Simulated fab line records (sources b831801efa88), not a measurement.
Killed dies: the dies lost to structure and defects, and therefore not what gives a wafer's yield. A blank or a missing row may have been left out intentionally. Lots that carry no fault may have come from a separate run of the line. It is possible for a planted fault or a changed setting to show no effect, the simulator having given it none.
Matching of chambers    flow gf180mcu    pecvd-04 running GF_V2_CVD_02: 3 sister chambers
The step deposits SiO2 from TEOS, target thk 850 nm, time 94.851 s. 3 wafers are shown with their chamber, then 12 later ones without.

## WAFERS, EACH WITH ITS CHAMBER
wafer   chamber  heaterPowerW (W)
L089.1  1        606
L089.4  2        488
L089.6  0        549

## WAFERS WITH NO CHAMBER GIVEN
wafer   heaterPowerW (W)
L091.1  594
L091.4  619
L091.6  588
L092.1  617
L092.2  537
L092.6  475
L094.1  562
L094.3  642
L094.6  649
L096.4  625
L096.5  601
L096.6  605

## EACH ONE'S CHAMBER
wafer    from the rows above       in truth
L091.1   can't be placed: 1 or 0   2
L091.4   1                         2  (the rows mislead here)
L091.6   can't be placed: 1 or 0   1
L092.1   1                         1
L092.2   can't be placed: 0 or 2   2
L092.6   2                         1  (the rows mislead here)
L094.1   can't be placed: 0 or 1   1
L094.3   1                         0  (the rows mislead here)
L094.6   1                         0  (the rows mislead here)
L096.4   1                         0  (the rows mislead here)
L096.5   1                         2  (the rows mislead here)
L096.6   1                         1
Correct placement for 2 of the 12. From these rows, 4 cannot be placed; in 3 the true chamber is one of the candidates. 6 placed wrongly.
How it was worked out, from the rows above alone: a wafer's distance from a chamber is the root of the sum, over the readings, of the square of ((its reading less the chamber's mean) divided by the reading's scatter). If the next closest chamber is less than 2 further off than the closest, the wafer can't be placed; otherwise it belongs to the closest. A chamber's mean is the mean of its shown wafers. The scatter (one wafer shown for each chamber): square how far every hidden wafer sits from the nearest shown wafer, average those squares and take the square root.
